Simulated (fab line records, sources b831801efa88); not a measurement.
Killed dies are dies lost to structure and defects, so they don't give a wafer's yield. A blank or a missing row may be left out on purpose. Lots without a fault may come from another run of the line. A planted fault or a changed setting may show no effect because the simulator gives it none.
A struck lot beside a sound one | flow sfq_line | 42 steps out of a route of 325
Sound: wafers L944.2, L944.3, L944.6. Struck: wafers L943.1, L943.2, L943.3. The cause comes at the end.
At each step with rows: each side's tool, then ch and its chambers, then its first start. Under that, the readings that differ: sound wafers | struck wafers | difference of the means | sigmas: that difference in standard deviations of wafers without a fault.
alike: readings whose means differ by less than 2 such deviations, and words and numbers that are the same on both sides. not compared: withheld readings, readings that some wafer has no value for, bounds like >300 that may hide the same value, and numbers for which the record gives no deviation and whose values overlap.
The two part at a step that has a row with sigmas, a row that says differs or no value, or rows on one side only. Numbers that don't overlap but have no deviation are shown without sigmas and don't part them. A reading that every wafer of one side lacks parts them only if that side has two wafers or more.

first, 6 steps without rows for these wafers: SFQ_TRILAYER_L0_VIA_LITHO_COAT_018 (resist thk 62 nm); SFQ_TRILAYER_L0_VIA_LITHO_COAT_013 (resist thk 650 nm); SFQ_TRILAYER_L0_VIA_LITHO_SOFTBAKE_017; SFQ_TRILAYER_L0_VIA_LITHO_EXPOSE_014 (exposes mask L0V, target cd 700 nm); SFQ_TRILAYER_L0_VIA_LITHO_PEB_016 (peb time 60 s); SFQ_TRILAYER_L0_VIA_LITHO_DEVELOP_015 (time 60 s).
SFQ_L0V_OVL_MEAS_903:
  sound on overlay-02, day 12 04:49; struck on overlay-01, day 11 21:37
  alike: L0V_OVL
SFQ_TRILAYER_L0_VIA_BARC_OPEN_VIA_ETCH_021: etches BARC in O2, target depth 125 nm, time 41.7 s.
  sound on rie_diel-04 ch 0,2, day 12 04:51; struck on rie_diel-04 ch 0,2,3, day 11 21:39
  alike: drypump_motor_current_A, oes_product_au
  not compared: rf_hours_counter_h
then, 4 steps without rows for these wafers: SFQ_TRILAYER_L0_VIA_ETCH_VIA_ETCH_016 (etches SiO2 in CHF3, stops on MoNx KI, target depth 80 nm); SFQ_TRILAYER_L0_VIA_STRIP_STRIP_017 (strips in O2); SFQ_TRILAYER_L0_VIA_STRIP_SOLV_CLEAN_018 (cleans in NMP, time 600 s); SFQ_TRILAYER_M0_DEP_PRE_CLEAN_020 (time 15 s).
SFQ_TRILAYER_M0_DEP_SPUTTER_019: material Nb, target thk 200 nm, time 133.3 s.
  sound on pvd_sputter-03, day 12 06:20; struck on pvd_sputter-06, day 11 23:08
  reading                                             | sound                | struck               | difference | sigmas
  cathode_dc_power_W (W)                              | 2000.4 2000.0 1999.7 | 2375.4 2375.7 2374.8 | +375.3     | +99 or more
  model.Nb_of_TRILAYER_M0_DEP_SPUTTER_019.thk_nm (nm) | 202.1 204.2 201.7    | 237.9 237.9 239.9    | +35.9      |
  alike: throttle_valve_pct
SFQ_M0_RS_MEAS_904: measures by four-point-probe.
  sound on film_metro-04, day 12 06:27; struck on film_metro-02, day 11 23:14
  reading           | sound             | struck            | difference | sigmas
  M0_NB_RS (ohm/sq) | 0.882 0.870 0.882 | 0.746 0.747 0.740 | -0.134     | -15
then, 6 steps without rows for these wafers: SFQ_TRILAYER_M0_LITHO_COAT_026 (resist thk 62 nm); SFQ_TRILAYER_M0_LITHO_COAT_021 (resist thk 600 nm); SFQ_TRILAYER_M0_LITHO_SOFTBAKE_025; SFQ_TRILAYER_M0_LITHO_EXPOSE_022 (exposes mask M0, target cd 500 nm); SFQ_TRILAYER_M0_LITHO_PEB_024 (peb time 60 s); SFQ_TRILAYER_M0_LITHO_DEVELOP_023 (time 60 s).
-- the record jumps here: 5 days lie between the struck wafers' starts before and after --
SFQ_M0_OVL_MEAS_906:
  sound on overlay-01, day 17 12:30; struck on overlay-02, day 17 02:54
  alike: M0_OVL
then, 1 step without rows for these wafers: SFQ_TRILAYER_M0_BARC_OPEN_METAL_ETCH_031 (etches BARC in O2, target depth 125 nm, time 41.7 s).
SFQ_TRILAYER_M0_ETCH_METAL_ETCH_024: etches Nb in Cl2/Ar, stops on SiO2, target depth 240 nm, time 120 s.
  sound on rie_metal-03 ch 1, day 17 12:35; struck on rie_metal-03 ch 0,1, day 17 02:59
  reading               | sound             | struck            | difference | sigmas
  oes_product_au (a.u.) | 0.895 0.899 0.892 | 0.992 0.985 0.987 | +0.093     | +13
  alike: drypump_motor_current_A
  not compared: rf_hours_counter_h
SFQ_TRILAYER_M0_STRIP_STRIP_025: strips in O2.
  sound on rie_metal-03 ch 1, day 17 12:43; struck on rie_metal-03 ch 0,1, day 17 03:07
  alike: drypump_motor_current_A, oes_product_au
  not compared: rf_hours_counter_h
then, 1 step without rows for these wafers: SFQ_TRILAYER_M0_STRIP_SOLV_CLEAN_026 (cleans in NMP, time 600 s).
SFQ_TRILAYER_I0_DEP_PECVD_027: deposits SiO2 from SiH4/N2O, time 111.11 s, target thk 500 nm.
  sound on pecvd-02 ch 0,1, day 17 13:29; struck on pecvd-01 ch 0,1,2, day 17 04:04
  alike: heater_power_w, throttle_valve_pct
then, 1 step without rows for these wafers: SFQ_TRILAYER_I0_CMP_CMP_028 (polishes SiO2).
SFQ_I0_BOW_MEAS_907:
  sound on film_metro-02, day 17 18:25; struck on film_metro-03, day 17 07:09
  alike: I0_BOW
then, 7 steps without rows for these wafers: SFQ_TRILAYER_I0_METRO_MEASURE_029; SFQ_TRILAYER_I0_VIA_LITHO_COAT_036 (resist thk 62 nm); SFQ_TRILAYER_I0_VIA_LITHO_COAT_031 (resist thk 650 nm); SFQ_TRILAYER_I0_VIA_LITHO_SOFTBAKE_035; SFQ_TRILAYER_I0_VIA_LITHO_EXPOSE_032 (exposes mask I0, target cd 500 nm); SFQ_TRILAYER_I0_VIA_LITHO_PEB_034 (peb time 60 s); SFQ_TRILAYER_I0_VIA_LITHO_DEVELOP_033 (time 60 s).
-- the record jumps here: 6 days lie between the struck wafers' starts before and after --
SFQ_I0_OVL_MEAS_908:
  sound on overlay-02, day 23 17:32; struck on overlay-02, day 23 16:20
  reading     | sound    | struck  | difference | sigmas
  I0_OVL (nm) | 12 10 10 | -2 1 -3 | -12        | -2
SFQ_TRILAYER_I0_VIA_BARC_OPEN_VIA_ETCH_046: etches BARC in O2, target depth 125 nm, time 41.7 s.
  sound on rie_diel-04 ch 0,1,3, day 23 17:34; struck on rie_diel-03 ch 0,1,2, day 23 16:22
  alike: drypump_motor_current_A, oes_product_au
  not compared: rf_hours_counter_h
then, 1 step without rows for these wafers: SFQ_TRILAYER_I0_VIA_ETCH_VIA_ETCH_034 (etches SiO2 in CHF3, stops on Nb, target depth 260 nm).
SFQ_TRILAYER_I0_VIA_STRIP_STRIP_035: strips in O2.
  sound on rie_metal-01 ch 0,1, day 23 17:43; struck on rie_metal-02 ch 0,1, day 23 16:31
  alike: drypump_motor_current_A, oes_product_au
  not compared: rf_hours_counter_h
then, 2 steps without rows for these wafers: SFQ_TRILAYER_I0_VIA_STRIP_SOLV_CLEAN_036 (cleans in NMP, time 600 s); SFQ_TRILAYER_M1_DEP_PRE_CLEAN_038 (time 22.5 s).
-- the record jumps here: 70 days lie between the struck wafers' starts before and after --
SFQ_M8_BOW_MEAS_951:
  sound on film_metro-04, day 90 16:45; struck on film_metro-03, day 94 01:53
  reading                 | sound                | struck               | difference | sigmas
  model.etest.m0.ohm_um   | 1.759 1.742 1.768    | 1.492 1.49 1.479     | -0.269     |
  model.etest.m0.ohm_sq   | 0.8813 0.8721 0.8832 | 0.7486 0.7486 0.7424 | -0.1323    |
  model.etest.i0.link_ohm | 1.958 1.935 1.945    | 1.835 1.826 1.83     | -0.116     |
  alike: M8_BOW

WHERE THEY PART
First at SFQ_TRILAYER_M0_DEP_SPUTTER_019; last, within this record, at SFQ_I0_OVL_MEAS_908. Later steps at which nothing parts them and some readings are alike: SFQ_TRILAYER_I0_VIA_BARC_OPEN_VIA_ETCH_046, SFQ_TRILAYER_I0_VIA_STRIP_STRIP_035, SFQ_M8_BOW_MEAS_951.

WHY: what the simulator had put in
Process parameter drift: pvd_sputter-06, from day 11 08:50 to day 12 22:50, at SFQ_TRILAYER_M0_DEP_SPUTTER_019. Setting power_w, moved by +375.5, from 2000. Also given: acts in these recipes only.
